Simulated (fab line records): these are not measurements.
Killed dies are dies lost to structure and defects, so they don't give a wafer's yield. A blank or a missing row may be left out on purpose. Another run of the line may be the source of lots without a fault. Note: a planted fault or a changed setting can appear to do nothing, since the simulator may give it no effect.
Split-lot study | flow sky130 | route with 708 steps; 5 lots, 23 wafers read

## ON THE SPLIT
At SKY_METAL2_SPUTTER_04 (material TiN, target thk 70 nm, time 58.3 s), the setting power_w was moved away from the recipe's 6500 W on 10 of the 23 wafers read, by -7.5% to +6.5%. This setting was run at the recipe's value on the other wafers.

The reading comes from the split's own step.

## THE READING
TiN_of_METAL2_SPUTTER_04.thk_nm (the simulator's own value, which no gauge read), in nm, at SKY_METAL2_SPUTTER_04 (material TiN, target thk 70 nm, time 58.3 s). The file gives no usual value for it. Average 70.03 nm, standard deviation 1.1 nm, over the 13 wafers here run with the recipe.

wafer  | tool, chamber at the split | power_w as run, W | against the recipe | TiN_of_METAL2_SPUTTER_04.thk_nm, nm | against lot-mates on the recipe
L074.1 | pvd_sputter-01, -          | 6500              | recipe             | 72.2                                | -
L074.2 | pvd_sputter-01, -          | 6180              | -4.9%              | 67.29                               | -4.35
L074.3 | pvd_sputter-01, -          | 6500              | recipe             | 71.77                               | -
L074.4 | pvd_sputter-01, -          | 6180              | -4.9%              | 67.12                               | -4.52
L074.5 | pvd_sputter-01, -          | 6500              | recipe             | 70.94                               | -
L075.1 | pvd_sputter-03, -          | 6923              | +6.5%              | 75.53                               | +5.37
L075.2 | pvd_sputter-03, -          | 6923              | +6.5%              | 74.76                               | +4.60
L075.3 | pvd_sputter-03, -          | 6500              | recipe             | 69.32                               | -
L075.4 | pvd_sputter-03, -          | 6923              | +6.5%              | 75.2                                | +5.04
L075.5 | pvd_sputter-03, -          | 6500              | recipe             | 71.01                               | -
L077.1 | pvd_sputter-02, -          | 6500              | recipe             | 68.77                               | -
L077.2 | pvd_sputter-02, -          | 6118              | -5.9%              | 66.47                               | -2.50
L077.3 | pvd_sputter-02, -          | 6500              | recipe             | 69.17                               | -
L077.5 | pvd_sputter-02, -          | 6118              | -5.9%              | 65.56                               | -3.41
L077.6 | pvd_sputter-02, -          | 6118              | -5.9%              | 65.94                               | -3.03
L078.3 | pvd_sputter-01, -          | 6500              | recipe             | 69.3                                | -
L078.4 | pvd_sputter-01, -          | 6500              | recipe             | 69.92                               | -
L078.5 | pvd_sputter-01, -          | 6500              | recipe             | 70.09                               | -
L080.1 | pvd_sputter-03, -          | 6500              | recipe             | 68.31                               | -
L080.2 | pvd_sputter-03, -          | 6014              | -7.5%              | 65.56                               | -3.72
L080.3 | pvd_sputter-03, -          | 6500              | recipe             | 69.04                               | -
L080.4 | pvd_sputter-03, -          | 6014              | -7.5%              | 64.84                               | -4.44
L080.5 | pvd_sputter-03, -          | 6500              | recipe             | 70.5                                | -

FIT RESULTS
A straight line over all 23 wafers: TiN_of_METAL2_SPUTTER_04.thk_nm changes by +0.705 nm for each +1% of power_w; r = +0.95; the points scatter about the line by 0.96 nm.
The same after taking each lot's own level away (the mean of its wafers on the recipe; 23 wafers): +0.663 nm for each +1%; r = +0.96; scatter 0.8 nm.
On that fit, the largest move of power_w shifts the reading by 5 nm.
The span of the lots' own levels, 68.970 to 71.637 nm, comes to 2.3 times the standard deviation stated above.
Hence the lot-to-lot level has little effect on the slope; both slopes agree.
Check: for one of the wafers moved furthest among these (-7.5%), held out of the fit, the line's prediction against its lot-mates is -4.97 nm. It came out at -3.72 nm against them.

## FURTHER SPLITS ON THESE WAFERS
Other splits were also applied to these wafers ahead of the reading. Each is held against what the fit with the lots' levels taken away leaves over:
other split on the same wafers | wafers away from the commonest value | r with TiN_of_METAL2_SPUTTER_04.thk_nm (lot level and that fit taken away)
SKY_METAL1_SPUTTER_04 time_s   | 10                                   | -0.36
SKY_METAL1_ETCH_18 time_s      | 10                                   | +0.13
SKY_VIA1_ETCH_14 time_s        | 9                                    | +0.30
SKY_METAL2_SPUTTER_00 time_s   | 8                                    | +0.08

## THE FILE'S OWN FIT
TiN_of_METAL2_SPUTTER_04.thk_nm changes by +0.652 nm for each +1% of power_w, r = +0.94.
